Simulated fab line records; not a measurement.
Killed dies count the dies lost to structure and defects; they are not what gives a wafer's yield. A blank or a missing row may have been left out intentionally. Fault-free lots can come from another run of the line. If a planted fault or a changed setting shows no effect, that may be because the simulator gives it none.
Which tool is to blame?	flow sky130	6 lots (18 wafers sampled), 1 step of a 708-step route

## WHAT THE GAUGES SHOWED, per wafer
SKY_VIA4_THK_MEAS_01.
lot	measured	on	VIA4_HDPCVD_THK (nm)
L123	day 43 05:07	film_metro-02	1723 1733 1728
L126	day 44 03:38	film_metro-04	1772 1756 1751
L131	day 45 15:30	film_metro-02	1747 1737 1755
L133	day 45 21:58	film_metro-04	1752 1748 1754
L136	day 46 21:27	film_metro-04	1743 1752 1740
L143	day 48 08:19	film_metro-03	1780 1744 1757

## WHICH TOOL RAN EACH LOT (tool, then ch and the chambers of the sampled wafers, then the start)
There is no process step in the record ahead of these readings.

## THE ANSWER, worked out from the rows above alone
Rule: what is usual is taken from the lots themselves. Put in order of their means at a reading, lots are off if they are a third of the lots or fewer, leave a main group of 4 or more, and stand apart from it by a gap of 3 or more times the standard deviation of the main group's means; of several such gaps the widest counts. If all means in a main group match to the digits the tables above print for the reading, that group is not used. A lot without any number at a reading at which 4 lots or more have one is off too. All remaining lots with rows at the step are treated as sound.
No lot is off at any reading shown: from this, nothing can be told.

## WHAT WAS PUT IN BY THE SIMULATOR
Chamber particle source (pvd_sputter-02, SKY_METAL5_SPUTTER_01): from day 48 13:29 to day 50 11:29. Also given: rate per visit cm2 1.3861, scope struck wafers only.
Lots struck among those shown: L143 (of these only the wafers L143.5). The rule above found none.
